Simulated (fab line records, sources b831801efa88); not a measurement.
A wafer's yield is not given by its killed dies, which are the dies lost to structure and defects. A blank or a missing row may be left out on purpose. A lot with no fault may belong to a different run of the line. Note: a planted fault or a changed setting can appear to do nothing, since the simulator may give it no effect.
Struck lot and sound lot, side by side	flow sfq_line	41 out of 325 route steps
Sound: these wafers, L897.3, L897.4, L897.6. Struck: wafer L906.5. (L906.1, L906.4 of the same lot were not struck and are left out.) The cause comes at the end.
Each step with rows lists, per side, the tool, then ch with its chambers, then its first start. Under that, the readings that differ: sound wafers	struck wafers	difference of the means	sigmas: that difference in standard deviations of wafers without a fault.
alike: words and numbers the same on both sides, and readings whose means are apart by under 2 such deviations; not compared: readings that were withheld, readings missing a value for some wafer, numbers with overlapping values and no deviation given by the record, and bounds like >300 which may hide the same value.
The two part at a step that has a row with sigmas, a row that says differs or no value, or rows on one side only. Numbers that don't overlap but have no deviation are shown without sigmas and don't part them. Lack of a reading on every wafer of one side parts them only where that side has two or more wafers.

first, 6 steps without rows for these wafers: SFQ_TRILAYER_I1_VIA_LITHO_COAT_054 (resist thk 62 nm); SFQ_TRILAYER_I1_VIA_LITHO_COAT_049 (resist thk 650 nm); SFQ_TRILAYER_I1_VIA_LITHO_SOFTBAKE_053; SFQ_TRILAYER_I1_VIA_LITHO_EXPOSE_050 (exposes mask I1, target cd 500 nm); SFQ_TRILAYER_I1_VIA_LITHO_PEB_052 (peb time 60 s); SFQ_TRILAYER_I1_VIA_LITHO_DEVELOP_051 (time 60 s).
SFQ_I1_OVL_MEAS_913:
  sound on overlay-01 at day 18 14:49; struck on overlay-02 at day 21 14:02
  alike: I1_OVL
then, 1 step without rows for these wafers: SFQ_TRILAYER_I1_VIA_BARC_OPEN_VIA_ETCH_071 (etches BARC in O2, target depth 125 nm, time 41.7 s).
SFQ_TRILAYER_I1_VIA_ETCH_VIA_ETCH_052: etches SiO2 in CHF3, stops on Nb, target depth 260 nm.
  sound on rie_diel-04 ch 0,1, day 18 14:52; struck on rie_diel-01 ch 3, day 21 14:07
reading	sound	struck	difference	sigmas
oes_product_au (a.u.)	0.857 0.851 0.856	0.867	+0.012	+3
  alike: drypump_motor_current_A
SFQ_TRILAYER_I1_VIA_STRIP_STRIP_053: strips in O2.
  sound on rie_metal-03 ch 0,1, day 18 15:11; struck on rie_metal-01 ch 1, day 21 14:14
  alike: drypump_motor_current_A, oes_product_au
  not compared: rf_hours_counter_h
then, 2 steps without rows for these wafers: SFQ_TRILAYER_I1_VIA_STRIP_SOLV_CLEAN_054 (cleans in NMP, time 600 s); SFQ_TRILAYER_M2_DEP_PRE_CLEAN_056 (time 22.5 s).
SFQ_TRILAYER_M2_DEP_SPUTTER_055: material Nb, target thk 200 nm, time 133.3 s.
  sound on pvd_sputter-03 at day 18 15:47; struck on pvd_sputter-03 at day 21 15:02
reading	sound	struck	difference	sigmas
model.Nb_of_TRILAYER_M2_DEP_SPUTTER_055.thk_nm (nm)	203.4 202.8 203.3	279.8	+76.6	
  alike: chamber_pressure_pa, resputter_cathode_voltage_v, throttle_valve_pct
SFQ_M2_RS_MEAS_914: uses a four-point probe to measure.
  sound on film_metro-01 at day 18 15:55; struck on film_metro-01 at day 21 15:25
reading	sound	struck	difference	sigmas
M2_NB_RS (ohm/sq)	0.874 0.880 0.879	0.634	-0.244	-34
  not compared: hold
then, 5 steps without rows for these wafers: SFQ_TRILAYER_M2_LITHO_COAT_057 (resist thk 600 nm); SFQ_TRILAYER_M2_LITHO_SOFTBAKE_061; SFQ_TRILAYER_M2_LITHO_EXPOSE_058 (exposes mask M2, target cd 500 nm); SFQ_TRILAYER_M2_LITHO_PEB_060 (peb time 60 s); SFQ_TRILAYER_M2_LITHO_DEVELOP_059 (time 60 s).
-- the record jumps here: 4 days lie between the struck wafers' starts before and after --
SFQ_M2_OVL_MEAS_916:
  sound on overlay-02 at day 23 23:17; struck on overlay-02 at day 25 04:05
  alike: M2_OVL
then, 1 step without rows for these wafers: SFQ_TRILAYER_M2_BARC_OPEN_METAL_ETCH_077 (etches BARC in O2, target depth 125 nm, time 41.7 s).
SFQ_TRILAYER_M2_ETCH_METAL_ETCH_060: etches Nb in Cl2/Ar, stops on SiO2, target depth 240 nm, time 120 s.
  sound on rie_metal-03 ch 0,1, day 23 23:25; struck on rie_metal-04 ch 0, day 25 04:11
reading	sound	struck	difference	sigmas
oes_product_au (a.u.)	0.908 0.900 0.894	0.993	+0.092	+17
  alike: drypump_motor_current_A
  not compared: rf_hours_counter_h
SFQ_TRILAYER_M2_STRIP_STRIP_061: strips in O2.
  sound on rie_metal-03 ch 0,1, day 23 23:42; struck on rie_metal-04 ch 0, day 25 04:18
reading	sound	struck	difference	sigmas
oes_product_au (a.u.)	1.009 1.012 1.015	0.995	-0.017	-3
  alike: drypump_motor_current_A
  not compared: rf_hours_counter_h
then, 3 steps without rows for these wafers: SFQ_TRILAYER_M2_STRIP_SOLV_CLEAN_062 (cleans in NMP, time 600 s); SFQ_TRILAYER_I2_DEP_PECVD_063 (deposits SiO2 from SiH4/N2O, time 111.11 s, target thk 500 nm); SFQ_TRILAYER_I2_CMP_CMP_064 (polishes SiO2).
SFQ_I2_BOW_MEAS_917:
  sound on film_metro-03 at day 24 17:28; struck on film_metro-03 at day 26 14:12
  alike: I2_BOW
then, 7 steps without rows for these wafers: SFQ_TRILAYER_I2_METRO_MEASURE_065; SFQ_TRILAYER_I2_VIA_LITHO_COAT_072 (resist thk 62 nm); SFQ_TRILAYER_I2_VIA_LITHO_COAT_067 (resist thk 650 nm); SFQ_TRILAYER_I2_VIA_LITHO_SOFTBAKE_071; SFQ_TRILAYER_I2_VIA_LITHO_EXPOSE_068 (exposes mask I2, target cd 500 nm); SFQ_TRILAYER_I2_VIA_LITHO_PEB_070 (peb time 60 s); SFQ_TRILAYER_I2_VIA_LITHO_DEVELOP_069 (time 60 s).
-- the record jumps here: 6 days lie between the struck wafers' starts before and after --
SFQ_I2_OVL_MEAS_918:
  sound on overlay-02 at day 25 23:24; struck on overlay-01 at day 32 06:08
  alike: I2_OVL
SFQ_TRILAYER_I2_VIA_BARC_OPEN_VIA_ETCH_096: etches BARC in O2, target depth 125 nm, time 41.7 s.
  sound on rie_diel-02 ch 2,3, day 25 23:26; struck on rie_diel-03 ch 0, day 32 06:10
  alike: drypump_motor_current_A, oes_product_au
  not compared: rf_hours_counter_h
SFQ_TRILAYER_I2_VIA_ETCH_VIA_ETCH_070: etches SiO2 in CHF3, stops on Nb, target depth 260 nm.
  sound on rie_diel-02 ch 2,3, day 25 23:28; struck on rie_diel-03 ch 0, day 32 06:13
  alike: drypump_motor_current_A, oes_product_au
then, 3 steps without rows for these wafers: SFQ_TRILAYER_I2_VIA_STRIP_STRIP_071 (strips in O2); SFQ_TRILAYER_I2_VIA_STRIP_SOLV_CLEAN_072 (cleans in NMP, time 600 s); SFQ_TRILAYER_M3_DEP_PRE_CLEAN_074 (time 22.5 s).
-- the record jumps here: 54 days lie between the struck wafers' starts before and after --
SFQ_M8_BOW_MEAS_951:
  sound on film_metro-04 at day 83 16:18; struck on film_metro-03 at day 86 02:19
reading	sound	struck	difference	sigmas
model.etest.m2.comb_log10_ohm	12 12 12	0	-12	
model.etest.m2.ohm_sq	0.8747 0.8775 0.8753	0.6358	-0.2400	
  alike: M8_BOW

## WHERE THEY PART
Last at SFQ_TRILAYER_M2_STRIP_STRIP_061 as far as this record goes, first at SFQ_TRILAYER_I1_VIA_ETCH_VIA_ETCH_052. Later steps at which nothing parts them and some readings are alike: SFQ_I2_BOW_MEAS_917, SFQ_I2_OVL_MEAS_918, SFQ_TRILAYER_I2_VIA_BARC_OPEN_VIA_ETCH_096, SFQ_TRILAYER_I2_VIA_ETCH_VIA_ETCH_070, SFQ_M8_BOW_MEAS_951.

WHY: what the simulator had put in
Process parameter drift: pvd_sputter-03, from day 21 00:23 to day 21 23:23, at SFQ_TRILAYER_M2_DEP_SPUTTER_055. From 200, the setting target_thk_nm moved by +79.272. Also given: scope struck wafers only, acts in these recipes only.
